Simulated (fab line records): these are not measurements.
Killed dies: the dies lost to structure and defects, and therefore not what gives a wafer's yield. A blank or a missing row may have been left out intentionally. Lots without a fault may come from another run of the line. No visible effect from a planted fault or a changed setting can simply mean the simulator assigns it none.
Which tool is to blame?	flow sky130	11 lots, 33 wafers sampled, at 7 steps of a route of 708

## WHAT EACH GAUGE READ, for each wafer
SKY_POLY_GATE_THK_MEAS_01. Usual: for POLY_GATE_CVD_00_THK the level is 179.4 nm and the standard deviation is 1.6.
lot	measured	on	POLY_GATE_CVD_00_THK (nm)	flag
L643	day 14 02:42	filmMetro-02	178.1 179.2 178.3	
L645	day 14 19:29	filmMetro-03	180.7 180.3 179.8	
L646	day 15 16:07	filmMetro-03	178.2 178.9 179.7	
L647	day 15 22:58	filmMetro-02	179.5 179.5 181.1	
L648	day 16 03:23	filmMetro-04	181.0 181.7 181.6	
L649	day 16 13:23	filmMetro-03	179.7 179.6 178.2	
L650	day 17 00:01	filmMetro-04	181.1 179.9 181.1	
L653	day 17 20:22	filmMetro-03	176.8 176.0 176.8	
L655	day 18 18:13	filmMetro-03	179.6 177.7 178.9	
L658	day 19 15:11	filmMetro-03	179.1 179.4 180.0	
L659	day 19 23:23	filmMetro-02	182.1 183.3 181.0	

SKY_SD_N_TW_MEAS_12. Usual: for SD_N_TW the level is 3971 and the standard deviation is 18.
lot	measured	on	SD_N_TW	flag
L643	day 28 06:00	filmMetro-04	3931 3919 3945	
L645	day 28 16:19	filmMetro-02	3967 3988 3956	
L646	day 29 16:01	filmMetro-02	3952 3951 3970	
L647	day 30 00:08	filmMetro-02	3955 3957 3965	
L648	day 30 03:34	filmMetro-02	4001 3982 3987	
L649	day 30 15:16	filmMetro-03	3938 3965 3962	
L650	day 31 01:08	filmMetro-03	3989 3989 3979	
L653	day 31 16:58	filmMetro-02	3954 3956 4004	
L655	day 32 12:37	filmMetro-02	3666 3684 3674	OFF
L658	day 33 08:50	filmMetro-03	3663 3687 3678	OFF
L659	day 33 15:57	filmMetro-02	3989 4002 3987	

SKY_SD_N_RS_MEAS_16: the measuring method here is four-point-probe. Usual: for SD_N_RS the level is 68.55 ohm/sq and the standard deviation is 0.12.
lot	measured	on	SD_N_RS (ohm/sq)	flag
L643	day 28 06:19	filmMetro-03	68.66 68.45 68.50	
L645	day 28 16:37	filmMetro-03	68.56 68.43 68.53	
L646	day 29 16:18	filmMetro-04	68.75 68.66 68.70	
L647	day 30 00:25	filmMetro-03	68.54 68.51 68.59	
L648	day 30 03:51	filmMetro-04	68.56 68.57 68.60	
L649	day 30 15:34	filmMetro-04	68.51 68.45 68.57	
L650	day 31 01:27	filmMetro-02	68.44 68.46 68.55	
L653	day 31 17:16	filmMetro-04	68.51 68.48 68.23	
L655	day 32 12:55	filmMetro-02	79.54 79.66 79.32	OFF
L658	day 33 09:11	filmMetro-02	79.55 79.35 79.70	OFF
L659	day 33 16:19	filmMetro-03	68.40 68.31 68.62	

SKY_CONTACT_THK_MEAS_01. Usual: for CONTACT_CVD_00_THK the level is 74.6 nm and the standard deviation is 1.1.
lot	measured	on	CONTACT_CVD_00_THK (nm)	flag
L643	day 30 19:12	filmMetro-04	74.9 76.1 76.6	
L645	day 31 04:12	filmMetro-04	74.3 75.7 75.5	
L646	day 32 03:49	filmMetro-02	74.9 72.5 76.4	
L647	day 32 10:05	filmMetro-01	75.8 72.9 76.5	
L648	day 32 14:11	filmMetro-04	74.5 73.6 75.5	
L649	day 33 01:32	filmMetro-02	73.7 74.9 72.8	
L650	day 33 11:59	filmMetro-01	74.5 76.2 76.0	
L653	day 34 03:17	filmMetro-01	73.7 72.0 74.8	
L655	day 34 21:18	filmMetro-02	73.3 75.1 76.8	
L658	day 35 16:28	filmMetro-02	74.2 73.3 74.8	
L659	day 35 23:40	filmMetro-02	74.4 75.7 74.3	

## WHICH TOOL RAN EACH LOT (tool, then ch and the chambers of the sampled wafers, then the start)
lot	SKY_SONOS_ONO_STRIP_17	SKY_SD_N_IMPLANT_09	SKY_SD_N_STRIP_11
L643	plasmaAsher-03 ch 0,1, day 12 20:01	implanter-04 ch 0, day 28 05:38	plasmaAsher-03 ch 0,1, day 28 05:54
L645	plasmaAsher-02 ch 0,1, day 13 11:17	implanter-01 ch 0, day 28 15:55	plasmaAsher-02 ch 0, day 28 16:13
L646	plasmaAsher-03 ch 0,1, day 14 07:51	implanter-03 ch 0, day 29 15:37	plasmaAsher-01 ch 0,1, day 29 15:55
L647	plasmaAsher-02 ch 0, day 14 12:11	implanter-03 ch 0, day 29 23:44	plasmaAsher-03 ch 0,1, day 30 00:01
L648	plasmaAsher-02 ch 0,1, day 14 17:05	implanter-01 ch 0, day 30 03:10	plasmaAsher-02 ch 0,1, day 30 03:28
L649	plasmaAsher-03 ch 0,1, day 15 03:14	implanter-03 ch 0, day 30 14:52	plasmaAsher-01 ch 0,1, day 30 15:10
L650	plasmaAsher-02 ch 0,1, day 15 13:13	implanter-03 ch 0, day 31 00:46	plasmaAsher-02 ch 0,1, day 31 01:04
L653	plasmaAsher-01 ch 0,1, day 16 08:50	implanter-04 ch 0, day 31 16:34	plasmaAsher-02 ch 0,1, day 31 16:52
L655	plasmaAsher-01 ch 0,1, day 17 03:26	implanter-04 ch 0, day 32 12:13	plasmaAsher-03 ch 0,1, day 32 12:31
L658	plasmaAsher-01 ch 0,1, day 18 01:14	implanter-04 ch 0, day 33 08:26	plasmaAsher-03 ch 0, day 33 08:43
L659	plasmaAsher-01 ch 0,1, day 18 09:49	implanter-01 ch 0, day 33 15:35	plasmaAsher-01 ch 0,1, day 33 15:51
- SKY_SONOS_ONO_STRIP_17: strips in O2/N2.
- SKY_SD_N_IMPLANT_09
- SKY_SD_N_STRIP_11: strips in O2/N2.

## AS READ BY THE TOOLS THEMSELVES (means over the sampled wafers that have a number; for cases with no such wafer, the mark the record gives instead)
SKY_SONOS_ONO_STRIP_17. Usual: drypumpMotorCurrentA 5.8 A, standard deviation 0.5; oesProductAu 0.710 a.u., standard deviation 0.0042; stripTimeToEndpointS 14.10 s, standard deviation 0.042.
lot	tool	drypumpMotorCurrentA (A)	oesProductAu (a.u.)	stripTimeToEndpointS (s)	flag
L643	plasmaAsher-03	6.1	0.708	14.08	
L645	plasmaAsher-02	5.5	0.710	14.09	
L646	plasmaAsher-03	6.1	0.708	14.09	
L647	plasmaAsher-02	5.5	0.713	14.07	
L648	plasmaAsher-02	5.4	0.708	14.07	
L649	plasmaAsher-03	6.1	0.709	14.11	
L650	plasmaAsher-02	5.4	0.708	14.11	
L653	plasmaAsher-01	5.8	0.713	14.15	
L655	plasmaAsher-01	5.8	0.707	14.08	
L658	plasmaAsher-01	5.8	0.713	14.12	
L659	plasmaAsher-01	6.2	0.712	14.20	

SKY_SD_N_IMPLANT_09. Usual: beamEnergyKeV at 49.999, with a standard deviation of 0.014.
lot	tool	beamEnergyKeV	flag
L643	implanter-04	49.997	
L645	implanter-01	50.024	
L646	implanter-03	49.991	
L647	implanter-03	49.977	
L648	implanter-01	49.968	
L649	implanter-03	50.005	
L650	implanter-03	50.014	
L653	implanter-04	50.003	
L655	implanter-04	36.410	OFF
L658	implanter-04	36.416	OFF
L659	implanter-01	50.006	

SKY_SD_N_STRIP_11. Usual: drypumpMotorCurrentA 5.7 A, standard deviation 0.47; oesProductAu 0.528 a.u., standard deviation 0.0049; stripTimeToEndpointS 22.55 s, standard deviation 0.054.
lot	tool	drypumpMotorCurrentA (A)	oesProductAu (a.u.)	stripTimeToEndpointS (s)	flag
L643	plasmaAsher-03	6.1	0.524	22.53	
L645	plasmaAsher-02	5.5	0.532	22.61	
L646	plasmaAsher-01	5.8	0.532	22.55	
L647	plasmaAsher-03	5.7	0.527	22.53	
L648	plasmaAsher-02	5.5	0.523	22.58	
L649	plasmaAsher-01	5.8	0.526	22.54	
L650	plasmaAsher-02	5.4	0.531	22.43	
L653	plasmaAsher-02	5.5	0.528	22.57	
L655	plasmaAsher-03	5.7	0.558	20.52	OFF
L658	plasmaAsher-03	6.5	0.564	20.43	OFF
L659	plasmaAsher-01	6.2	0.527	22.57	

## THE ANSWER, worked out from the rows above alone
Rule: take the mean of a lot's wafers that have a number; if it is more than 3 standard deviations from the usual mean, the lot is off. Also off: a lot with no number at a reading for which 4 or more lots have one. Any other lot the step has rows for is counted as sound. After the gauges, taken in route order, come the tools' own readings; for these a lot's mean is taken, as printed above. At the first step where some lot is off, the reading lying furthest off is the one used; lots without a number count as furthest.
Off: L655, L658, at SKY_SD_N_TW_MEAS_12 (SD_N_TW).
A tool fits if, at a process step before that reading, it ran every lot that is off, and no sound lot after the first of them. Not tried: the gauges at SKY_SD_N_TW_MEAS_12; whatever is off there is also off at SKY_SD_N_IMPLANT_09, on other tools, and gauge error can't account for it. Can't be told from this: 2 tools fit, implanter-04 at SKY_SD_N_IMPLANT_09, plasmaAsher-03 at SKY_SD_N_STRIP_11.

## WHAT HAD BEEN PUT IN BY THE SIMULATOR
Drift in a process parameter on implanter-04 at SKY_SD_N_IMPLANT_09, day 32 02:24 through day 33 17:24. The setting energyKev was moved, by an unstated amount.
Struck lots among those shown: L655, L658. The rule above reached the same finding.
